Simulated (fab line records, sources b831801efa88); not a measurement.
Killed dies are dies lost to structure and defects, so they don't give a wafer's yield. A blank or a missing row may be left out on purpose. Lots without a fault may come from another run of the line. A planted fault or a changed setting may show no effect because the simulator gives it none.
Which tool did it? | flow gf180mcu | 10 lots, 30 wafers sampled, at 3 steps of a route of 602

WHAT THE GAUGES READ, wafer by wafer
GF_VT_IMPLANT_OVL_MEAS_29.
lot  | measured     | on         | VT_IMPLANT_02_OVL (nm)
L965 | day 6 21:26  | overlay-01 | 1.2 -0.4 1.3
L966 | day 7 09:26  | overlay-02 | -1.0 -0.8 -0.1
L970 | day 8 13:32  | overlay-02 | 0.6 0.4 -0.2
L974 | day 9 11:31  | overlay-02 | 289.4 291.0 289.7
L976 | day 9 23:34  | overlay-02 | 291.3 289.4 289.2
L978 | day 10 13:29 | overlay-01 | 1.9 2.2 2.0
L980 | day 11 00:40 | overlay-01 | -2.1 0.4 -0.9
L983 | day 11 22:44 | overlay-01 | -0.2 0.3 1.4
L985 | day 12 10:58 | overlay-02 | 3.0 3.5 3.7
L987 | day 13 00:23 | overlay-01 | -0.2 -1.9 -1.6

WHICH TOOL RAN EACH LOT (tool, then ch and the chambers of the sampled wafers, then the start)
lot  | GF_VT_IMPLANT_STRIP_20               | GF_VT_IMPLANT_EXPOSE_26
L965 | plasma_asher-04 ch 0,1, day 6 06:14  | iline_stepper-02 ch 0, day 6 13:44
L966 | plasma_asher-03 ch 0,1, day 6 17:26  | iline_stepper-02 ch 0, day 7 01:25
L970 | plasma_asher-03 ch 0,1, day 7 21:16  | iline_stepper-01 ch 0, day 8 05:38
L974 | plasma_asher-02 ch 0,1, day 8 17:34  | iline_stepper-02 ch 0, day 9 02:28
L976 | plasma_asher-03 ch 0,1, day 9 06:00  | iline_stepper-02 ch 0, day 9 14:57
L978 | plasma_asher-02 ch 0,1, day 9 19:04  | iline_stepper-01 ch 0, day 10 04:25
L980 | plasma_asher-02 ch 1, day 10 06:52   | iline_stepper-01 ch 0, day 10 15:57
L983 | plasma_asher-02 ch 0,1, day 11 03:34 | iline_stepper-01 ch 0, day 11 13:37
L985 | plasma_asher-04 ch 0,1, day 11 15:43 | iline_stepper-01 ch 0, day 12 01:03
L987 | plasma_asher-03 ch 0,1, day 12 04:21 | iline_stepper-01 ch 0, day 12 14:28
- GF_VT_IMPLANT_STRIP_20: strips in O2/N2.
- GF_VT_IMPLANT_EXPOSE_26: exposes mask LVPWELL HV AREA, target cd 860 nm.

THE ANSWER, worked out from the rows above alone
Rule: what is usual is taken from the lots themselves. Put in order of their means at a reading, lots are off if they are a third of the lots or fewer, leave a main group of 4 or more, and stand apart from it by a gap of 3 or more times the standard deviation of the main group's means; of several such gaps the widest counts. A main group whose means are all the same, to the digits that the tables above print for the reading, isn't used. A lot without any number at a reading at which 4 lots or more have one is off too. The other lots that the step has rows for count as sound.
Off: L974, L976, at GF_VT_IMPLANT_OVL_MEAS_29 (VT_IMPLANT_02_OVL). The main group: mean 0.5 nm, standard deviation 1.5.
A tool fits if, at a process step before that reading, it ran every lot that is off, and no sound lot after the first of them. The gauges at GF_VT_IMPLANT_OVL_MEAS_29 are tried like those tools. One fits: iline_stepper-02 at GF_VT_IMPLANT_EXPOSE_26. Its last sound lot is L966 (day 7 01:25), its first lot that is off L974 (day 9 02:28): a fault that began between those two fits.

WHAT THE SIMULATOR HAD PUT IN
Scanner matching overlay: iline_stepper-02, from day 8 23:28 on, at GF_VT_IMPLANT_EXPOSE_26. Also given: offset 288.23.
Lots struck among those shown: L974, L976. The rule above found the same.
